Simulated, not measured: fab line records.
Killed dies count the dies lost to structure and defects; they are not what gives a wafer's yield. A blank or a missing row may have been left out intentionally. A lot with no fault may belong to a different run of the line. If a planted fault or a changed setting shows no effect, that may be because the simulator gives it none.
Which tool is to blame? ; flow sky130 ; 13 lots, 39 wafers sampled, at 3 steps of a route of 708

== WHAT THE GAUGES READ, wafer by wafer ==
SKY_VIA3_THK_MEAS_01.
lot;measured;on;VIA3_HDPCVD_THK (nm)
L489;day 39 04:35;film metro-03;1671 1644 1649
L491;day 39 05:51;film metro-04;1647 1650 1649
L493;day 39 19:04;film metro-04;1650 1641 1633
L494;day 40 01:28;film metro-04;1633 1630 1645
L497;day 41 00:25;film metro-01;1611 1606 1622
L498;day 41 06:41;film metro-01;1616 1630 1636
L499;day 41 14:02;film metro-03;1658 1672 1660
L500;day 41 18:42;film metro-01;1615 1618 1617
L501;day 42 00:14;film metro-01;1645 1638 1627
L502;day 42 13:20;film metro-04;1623 1631 1645
L503;day 42 14:47;film metro-01;1622 1611 1613
L507;day 43 21:56;film metro-01;1625 1623 1639
L512;day 45 18:29;film metro-03;1658 1634 1656

SKY_VIA3_CD_MEAS_12 targets a cd of 200 nm.
lot;measured;on;cd nm (nm)
L489;day 40 04:44;cd sem-01;200.9 200.1 200.6
L491;day 40 07:03;cd sem-01;198.4 201.3 199.4
L493;day 40 19:22;cd sem-01;198.8 199.7 199.2
L494;day 41 02:12;cd sem-01;199.3 199.6 200.6
L497;day 42 00:55;cd sem-02;198.2 198.6 198.7
L498;day 42 07:02;cd sem-02;201.4 200.2 199.6
L499;day 42 13:54;cd sem-02;200.1 199.7 200.9
L500;day 42 18:30;cd sem-02;200.4 199.1 201.4
L501;day 43 00:19;cd sem-01;200.9 199.8 200.2
L502;day 43 12:51;cd sem-02;200.1 202.2 201.4
L503;day 43 14:08;cd sem-01;200.1 200.8 200.6
L507;day 44 20:05;cd sem-01;180.6 140.8 181.5
L512;day 46 15:05;cd sem-01;199.4 199.7 199.9

== WHAT TOOL EACH LOT RAN ON (gives the tool, then ch and the chambers of the sampled wafers, and finally the start) ==
lot;SKY_VIA3_EXPOSE_09
L489;krf scanner-02 ch 0, day 39 16:56
L491;krf scanner-01 ch 0, day 39 19:07
L493;krf scanner-02 ch 0, day 40 07:54
L494;krf scanner-02 ch 0, day 40 14:08
L497;krf scanner-01 ch 0, day 41 13:12
L498;krf scanner-02 ch 0, day 41 19:13
L499;krf scanner-01 ch 0, day 42 02:41
L500;krf scanner-02 ch 0, day 42 07:25
L501;krf scanner-02 ch 0, day 42 12:44
L502;krf scanner-01 ch 0, day 43 01:35
L503;krf scanner-01 ch 0, day 43 03:10
L507;krf scanner-02 ch 0, day 44 09:40
L512;krf scanner-01 ch 0, day 46 05:11
- SKY_VIA3_EXPOSE_09: exposes mask VIM3, target cd 200 nm.

== AS READ BY THE TOOLS THEMSELVES (means over the sampled wafers that have a number; for cases with no such wafer, the mark the record gives instead) ==
SKY_VIA3_EXPOSE_09.
lot;tool;exposure dose mJ cm2
L489;krf scanner-02;37.89
L491;krf scanner-01;37.96
L493;krf scanner-02;37.91
L494;krf scanner-02;37.87
L497;krf scanner-01;38.01
L498;krf scanner-02;37.93
L499;krf scanner-01;37.97
L500;krf scanner-02;37.92
L501;krf scanner-02;37.89
L502;krf scanner-01;37.99
L503;krf scanner-01;37.97
L507;krf scanner-02;39.00
L512;krf scanner-01;37.95

== THE ANSWER, worked out from the rows above alone ==
Rule: what is usual is taken from the lots themselves. Put in order of their means at a reading, lots are off if they are a third of the lots or fewer, leave a main group of 4 or more, and stand apart from it by a gap of 3 or more times the standard deviation of the main group's means; of several such gaps the widest counts. Not used: any main group whose means are identical at the precision the tables above print for the reading. Also off: a lot with no number at a reading for which 4 or more lots have one. All remaining lots with rows at the step are treated as sound. After the gauges, taken in route order, come the tools' own readings; for these a lot's mean is taken, as printed above. At the first step where some lot is off, the reading lying furthest off is the one used; lots without a number count as furthest.
Off: L507 (SKY_VIA3_CD_MEAS_12, cd nm). For the main group the mean is 200.0 nm and the standard deviation 0.68.
If a tool, at a process step before that reading, ran all the lots that are off and no sound lot after the first of them, it fits. Not tried: the gauges at SKY_VIA3_CD_MEAS_12; whatever is off there is also off at SKY_VIA3_EXPOSE_09, on other tools, and gauge error can't account for it. One candidate fits, namely krf scanner-02 at SKY_VIA3_EXPOSE_09. A fault onset in the window from L501 (day 42 12:44, its last sound lot) to L507 (day 44 09:40, its first lot off) fits.
The tool's own readings at SKY_VIA3_EXPOSE_09 bear it out: on the lots that are off they differ by more than 5 times the standard deviation of the sound lots' means. exposure dose mJ cm2 reads 39.00 there against 37.94 on the sound lots.

== WHAT HAD BEEN PUT IN BY THE SIMULATOR ==
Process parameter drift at SKY_VIA3_EXPOSE_09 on krf scanner-02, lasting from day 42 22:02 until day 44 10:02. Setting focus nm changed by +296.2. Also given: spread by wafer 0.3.
Lots struck among those shown: L507. The rule above reached the same finding.
